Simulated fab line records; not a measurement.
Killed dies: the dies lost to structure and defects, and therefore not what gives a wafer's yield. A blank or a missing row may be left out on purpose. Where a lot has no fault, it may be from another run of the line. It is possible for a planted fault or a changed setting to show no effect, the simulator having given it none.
Which tool did it? ; flow sky130 ; 15 lots with 45 wafers sampled at 4 steps, on a route of 708 steps

## WHAT EACH GAUGE READ, for each wafer
Not one reading of a measure or inspect step in the record can be checked against a usual standard deviation.

## TOOL THAT RAN EACH LOT (tool first, then ch and the chambers of the sampled wafers, then the start)
lot;SKY_METAL3_PEB_11;SKY_METAL3_DESCUM_15;SKY_METAL3_ETCH_17;SKY_VIA3_CMP_02
L377;litho_track-04 ch 0, day 38 09:00;rie_metal-04 ch 1, day 38 10:00;rie_diel-02 ch 1,2,3, day 38 10:08;cmp-02 ch 1,2,3, day 38 11:09
L378;litho_track-03 ch 0, day 38 17:00;rie_metal-03 ch 0,1, day 38 17:44;rie_diel-02 ch 0,2,3, day 38 17:52;cmp-01 ch 0,1, day 38 18:53
L379;litho_track-01 ch 0, day 38 20:00;rie_metal-03 ch 0, day 38 20:35;rie_diel-03 ch 1,3, day 38 20:43;cmp-01 ch 0,3, day 38 21:56
L380;litho_track-04 ch 0, day 39 08:00;rie_metal-04 ch 0,1, day 39 09:15;rie_diel-03 ch 0,1,3, day 39 09:23;cmp-01 ch 0,1,2, day 39 10:29
L383;litho_track-04 ch 0, day 40 14:00;rie_metal-04 ch 0,1, day 40 14:54;rie_diel-04 ch 1,2, day 40 15:02;cmp-02 ch 0,3, day 40 16:03
L382;litho_track-01, day 40 19:00;rie_metal-04 ch 0,1, day 40 19:28;rie_diel-04 ch 2,3, day 40 19:37;-
L381;litho_track-01, day 40 19:00;rie_metal-04 ch 0,1, day 40 20:08;rie_diel-02 ch 0,1,3, day 40 20:19;-
L384;litho_track-04, day 41 01:00;rie_metal-04 ch 0,1, day 41 01:48;rie_diel-04 ch 0,3, day 41 01:59;-
L385;litho_track-04 ch 0, day 41 07:00;rie_metal-03 ch 0,1, day 41 08:21;rie_diel-03 ch 0,1,2, day 41 08:29;cmp-02 ch 1,2,3, day 41 09:36
L391;litho_track-04 ch 0, day 42 13:00;rie_metal-04 ch 0,1, day 42 13:46;rie_diel-04 ch 0,2,3, day 42 13:53;cmp-01 ch 0,2,3, day 42 14:56
L393;litho_track-04 ch 0, day 43 04:00;rie_metal-04 ch 0,1, day 43 04:55;rie_diel-02 ch 0,2, day 43 05:02;cmp-02 ch 0,2,3, day 43 06:20
L394;litho_track-03 ch 0, day 43 10:00;rie_metal-04 ch 0, day 43 10:41;rie_diel-03 ch 0,2, day 43 10:49;cmp-01 ch 0,1,3, day 43 11:55
L395;litho_track-03 ch 0, day 43 17:00;rie_metal-03 ch 0,1, day 43 18:05;rie_diel-02 ch 0,1, day 43 18:13;cmp-01 ch 0,2,3, day 43 19:23
L397;litho_track-04 ch 0, day 44 06:00;rie_metal-03 ch 0,1, day 44 07:16;rie_diel-04 ch 1,2,3, day 44 07:23;cmp-01 ch 0,2,3, day 44 08:28
L396;litho_track-04 ch 0, day 44 07:00;rie_metal-03 ch 0,1, day 44 07:58;rie_diel-03 ch 1,2,3, day 44 08:05;cmp-01 ch 0,1, day 44 09:40
- SKY_METAL3_PEB_11
- SKY_METAL3_DESCUM_15: chemistry O2, time 8 s.
- SKY_METAL3_ETCH_17: etches SiO2 in C4F8/O2/Ar, stops on TiN, time 3.9 s, target depth 15 nm.
- SKY_VIA3_CMP_02: polishes SiO2.

## AS READ BY THE TOOLS THEMSELVES (means over the sampled wafers that have a number; for cases with no such wafer, the mark the record gives instead)
SKY_METAL3_PEB_11.
lot;tool;exhaust_pa (Pa)
L377;litho_track-04;44.9
L378;litho_track-03;44.9
L379;litho_track-01;46.0
L380;litho_track-04;44.4
L383;litho_track-04;46.0
L382;litho_track-01;-
L381;litho_track-01;-
L384;litho_track-04;-
L385;litho_track-04;44.9
L391;litho_track-04;45.7
L393;litho_track-04;45.6
L394;litho_track-03;45.7
L395;litho_track-03;45.5
L397;litho_track-04;45.8
L396;litho_track-04;43.9

SKY_METAL3_DESCUM_15.
lot;tool;drypump_motor_current_A (A);oes_product_au (a.u.)
L377;rie_metal-04;6.33;0.992
L378;rie_metal-03;5.71;0.998
L379;rie_metal-03;5.71;0.998
L380;rie_metal-04;6.20;1.001
L383;rie_metal-04;6.06;0.996
L382;rie_metal-04;6.19;1.003
L381;rie_metal-04;6.17;0.997
L384;rie_metal-04;6.18;0.996
L385;rie_metal-03;5.71;0.989
L391;rie_metal-04;6.19;0.991
L393;rie_metal-04;6.05;1.008
L394;rie_metal-04;5.95;1.001
L395;rie_metal-03;5.70;1.001
L397;rie_metal-03;5.70;0.995
L396;rie_metal-03;5.70;0.993

SKY_METAL3_ETCH_17.
lot;tool;oes_product_au (a.u.)
L377;rie_diel-02;0.744
L378;rie_diel-02;0.749
L379;rie_diel-03;0.755
L380;rie_diel-03;0.761
L383;rie_diel-04;0.748
L382;rie_diel-04;0.763
L381;rie_diel-02;0.759
L384;rie_diel-04;0.755
L385;rie_diel-03;0.754
L391;rie_diel-04;0.749
L393;rie_diel-02;0.754
L394;rie_diel-03;0.761
L395;rie_diel-02;0.769
L397;rie_diel-04;0.759
L396;rie_diel-03;0.753

SKY_VIA3_CMP_02.
lot;tool;motor_current_A (A)
L377;cmp-02;11.1
L378;cmp-01;14.0
L379;cmp-01;12.0
L380;cmp-01;13.8
L383;cmp-02;10.2
L385;cmp-02;11.0
L391;cmp-01;12.8
L393;cmp-02;11.7
L394;cmp-01;13.0
L395;cmp-01;12.8
L397;cmp-01;13.0
L396;cmp-01;14.2

## THE ANSWER, worked out from the rows above alone
Rule: usual is defined by the lots themselves. Put in order of their means at a reading, lots are off if they are a third of the lots or fewer, leave a main group of 4 or more, and stand apart from it by a gap of 3 or more times the standard deviation of the main group's means; of several such gaps the widest counts. Not used: any main group whose means are identical at the precision the tables above print for the reading. Also off: a lot with no number at a reading for which 4 or more lots have one. All remaining lots with rows at the step are treated as sound. Order of review: gauges by route order, followed by the tools' own readings, for which a lot's mean as printed above is used. At the first step where some lot is off, the reading lying furthest off is the one used; lots without a number count as furthest.
Off, at SKY_METAL3_PEB_11 on exhaust_pa: L382, L381, L384. Without a number there: L382, L381, L384. Main group: mean 45.3 Pa, sd 0.64.
If a tool, at that step or one of the process steps before it, ran each lot that is off and ran no sound lot following the first of them, it fits. Of those tried, none fits.

## WHAT HAD BEEN PUT IN BY THE SIMULATOR
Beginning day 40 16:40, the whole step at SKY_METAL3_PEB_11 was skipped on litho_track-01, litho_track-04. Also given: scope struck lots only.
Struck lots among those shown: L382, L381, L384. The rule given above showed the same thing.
